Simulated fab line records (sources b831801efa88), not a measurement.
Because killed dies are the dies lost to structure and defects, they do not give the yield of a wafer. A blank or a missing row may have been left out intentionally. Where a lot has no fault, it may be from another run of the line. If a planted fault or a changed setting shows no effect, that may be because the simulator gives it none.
Which tool did it? | flow sfq-line | 14 lots with 41 wafers sampled at 4 steps, on a route of 325 steps

## WHAT EACH GAUGE READ, for each wafer
No reading from a measuring or inspecting step in the record can be judged against a usual standard deviation.

## WHAT TOOL EACH LOT RAN ON (gives the tool, then ch and the chambers of the sampled wafers, and finally the start)
lot  | SFQ_TRILAYER_A5B_DEP_PECVD_129  | SFQ_TRILAYER_A5B_METRO_MEASURE_131 | SFQ_TRILAYER_I5_LITHO_PEB_147     | SFQ_TRILAYER_C5_BARC_OPEN_VIA_ETCH_210
L375 | pecvd-02 ch 1,2, day 42 19:50   | film-metro-04, day 43 08:05        | litho-track-01 ch 0, day 49 00:49 | rie-diel-02 ch 0,1,2, day 53 02:03
L378 | pecvd-01 ch 1,2, day 44 19:56   | film-metro-04, day 45 01:59        | litho-track-01 ch 0, day 50 03:10 | rie-diel-02 ch 1,3, day 55 05:51
L379 | pecvd-04 ch 1,2, day 44 21:24   | film-metro-01, day 45 04:54        | litho-track-04 ch 0, day 50 06:46 | rie-diel-03 ch 2,3, day 55 10:39
L380 | pecvd-02 ch 0,2, day 45 03:24   | film-metro-04, day 45 08:11        | litho-track-04 ch 0, day 50 09:11 | rie-diel-03 ch 0,1,2, day 55 13:03
L381 | pecvd-01 ch 0,2, day 45 20:42   | film-metro-01, day 46 02:11        | litho-track-04 ch 0, day 50 19:22 | rie-diel-02 ch 0,3, day 56 00:10
L382 | pecvd-01 ch 0,1,2, day 46 01:01 | film-metro-03, day 46 05:23        | litho-track-04 ch 0, day 50 22:59 | rie-diel-04 ch 1,3, day 56 04:58
L384 | pecvd-01 ch 0,1,2, day 47 13:37 | film-metro-03, day 48 06:20        | litho-track-04 ch 0, day 51 07:20 | rie-diel-04 ch 2,3, day 56 14:34
L387 | pecvd-02 ch 0,1,2, day 50 23:21 | film-metro-03, day 51 12:20        | litho-track-01 ch 0, day 59 22:26 | rie-diel-03 ch 0,1,3, day 60 04:46
L388 | pecvd-01 ch 1,2, day 51 17:08   | film-metro-04, day 52 02:13        | litho-track-04 ch 0, day 59 23:40 | rie-diel-04 ch 0,1, day 60 05:58
L389 | pecvd-04 ch 0,1, day 52 11:09   | film-metro-01, day 52 14:47        | litho-track-04 ch 0, day 60 00:55 | rie-diel-03 ch 1,2, day 60 07:10
L391 | pecvd-01 ch 0,1, day 53 06:41   | film-metro-03, day 53 10:29        | litho-track-04 ch 0, day 60 03:16 | rie-diel-04 ch 0,1,3, day 60 10:19
L396 | pecvd-01 ch 0,1,2, day 58 00:37 | film-metro-03, day 58 03:43        | litho-track-04 ch 0, day 63 08:39 | rie-diel-03 ch 1,3, day 63 12:34
L397 | pecvd-01 ch 0,1,2, day 58 14:50 | film-metro-04, day 58 17:56        | litho-track-02 ch 0, day 63 21:16 | rie-diel-03 ch 1,2, day 64 01:01
L398 | pecvd-02 ch 0,1,2, day 59 21:23 | film-metro-04, day 60 00:46        | litho-track-01 ch 0, day 65 00:51 | rie-diel-02 ch 1,2,3, day 65 05:02
- SFQ_TRILAYER_A5B_DEP_PECVD_129: deposits SiO2 from SiH4/N2O, time 133.33 s, target thk 600 nm.
- SFQ_TRILAYER_A5B_METRO_MEASURE_131
- SFQ_TRILAYER_I5_LITHO_PEB_147: peb time 60 s.
- SFQ_TRILAYER_C5_BARC_OPEN_VIA_ETCH_210: etches BARC in O2, target depth 125 nm, time 41.7 s.

## AS READ BY THE TOOLS THEMSELVES (means over the sampled wafers that have a number; for cases with no such wafer, the mark the record gives instead)
SFQ_TRILAYER_A5B_DEP_PECVD_129. Usual: heater-power-w 81 W, standard deviation 14; throttle-valve-pct 24.4 %, standard deviation 1.1.
lot  | tool     | heater-power-w (W) | throttle-valve-pct (%) | flag
L375 | pecvd-02 | 107                | 24.6                   |
L378 | pecvd-01 | 70                 | 23.7                   |
L379 | pecvd-04 | 73                 | 24.4                   |
L380 | pecvd-02 | 103                | 24.5                   |
L381 | pecvd-01 | 77                 | 24.2                   |
L382 | pecvd-01 | 75                 | 23.9                   |
L384 | pecvd-01 | 75                 | 24.0                   |
L387 | pecvd-02 | 98                 | 25.2                   |
L388 | pecvd-01 | 72                 | 23.9                   |
L389 | pecvd-04 | 84                 | 26.3                   |
L391 | pecvd-01 | 79                 | 24.6                   |
L396 | pecvd-01 | 75                 | 24.6                   |
L397 | pecvd-01 | 75                 | 24.8                   |
L398 | pecvd-02 | 98                 | 26.2                   |

SFQ_TRILAYER_A5B_METRO_MEASURE_131. Usual: thk-nm 343 nm, standard deviation 5.3.
lot  | tool          | thk-nm (nm) | flag
L375 | film-metro-04 | 337         |
L378 | film-metro-04 | 341         |
L379 | film-metro-01 | 344         |
L380 | film-metro-04 | 338         |
L381 | film-metro-01 | 341         |
L382 | film-metro-03 | 344         |
L384 | film-metro-03 | 342         |
L387 | film-metro-03 | 345         |
L388 | film-metro-04 | 344         |
L389 | film-metro-01 | 344         |
L391 | film-metro-03 | 343         |
L396 | film-metro-03 | 345         |
L397 | film-metro-04 | 344         |
L398 | film-metro-04 | 338         |

SFQ_TRILAYER_I5_LITHO_PEB_147. Usual: heater-power-total-W 79.15 W, standard deviation 0.062; plate-temp-C 115.00 C, standard deviation 0.12.
lot  | tool           | heater-power-total-W (W) | plate-temp-C (C) | flag
L375 | litho-track-01 | 79.15                    | 114.98           |
L378 | litho-track-01 | 79.11                    | 115.08           |
L379 | litho-track-04 | 79.22                    | 114.90           |
L380 | litho-track-04 | 79.11                    | 115.10           |
L381 | litho-track-04 | 79.12                    | 115.05           |
L382 | litho-track-04 | 79.09                    | 114.87           |
L384 | litho-track-04 | 79.11                    | 115.05           |
L387 | litho-track-01 | 79.07                    | 115.10           |
L388 | litho-track-04 | 79.18                    | 115.08           |
L389 | litho-track-04 | 80.09                    | 116.09           | OFF
L391 | litho-track-04 | 80.10                    | 116.03           | OFF
L396 | litho-track-04 | 79.13                    | 114.88           |
L397 | litho-track-02 | 79.17                    | 114.95           |
L398 | litho-track-01 | 79.13                    | 114.97           |

SFQ_TRILAYER_C5_BARC_OPEN_VIA_ETCH_210. Usual: drypump-motor-current-A 5.6 A, standard deviation 0.41; oes-product-au 0.685 a.u., standard deviation 0.0043.
lot  | tool        | drypump-motor-current-A (A) | oes-product-au (a.u.) | flag
L375 | rie-diel-02 | 5.6                         | 0.689                 |
L378 | rie-diel-02 | 5.4                         | 0.687                 |
L379 | rie-diel-03 | 6.0                         | 0.686                 |
L380 | rie-diel-03 | 5.6                         | 0.685                 |
L381 | rie-diel-02 | 5.9                         | 0.689                 |
L382 | rie-diel-04 | 5.5                         | 0.686                 |
L384 | rie-diel-04 | 5.0                         | 0.686                 |
L387 | rie-diel-03 | 5.9                         | 0.684                 |
L388 | rie-diel-04 | 5.2                         | 0.684                 |
L389 | rie-diel-03 | 5.5                         | 0.688                 |
L391 | rie-diel-04 | 5.2                         | 0.684                 |
L396 | rie-diel-03 | 5.7                         | 0.682                 |
L397 | rie-diel-03 | 5.5                         | 0.685                 |
L398 | rie-diel-02 | 5.7                         | 0.684                 |

## THE ANSWER, worked out from the rows above alone
Rule: a lot is off if the mean of its wafers that have a number lies more than 3 standard deviations from the usual mean. A lot without any number at a reading at which 4 lots or more have one is off too. All remaining lots with rows at the step are treated as sound. Order of review: gauges by route order, followed by the tools' own readings, for which a lot's mean as printed above is used. The first step at which some lot is off is used, and at that step the reading that is off furthest; a lot without a number counts as furthest.
Off: L389, L391, at SFQ_TRILAYER_I5_LITHO_PEB_147 (heater-power-total-W).
If a tool, at that step or one of the process steps before it, ran each lot that is off and ran no sound lot following the first of them, it fits. None of those tried fits.

## WHAT WAS PUT IN BY THE SIMULATOR
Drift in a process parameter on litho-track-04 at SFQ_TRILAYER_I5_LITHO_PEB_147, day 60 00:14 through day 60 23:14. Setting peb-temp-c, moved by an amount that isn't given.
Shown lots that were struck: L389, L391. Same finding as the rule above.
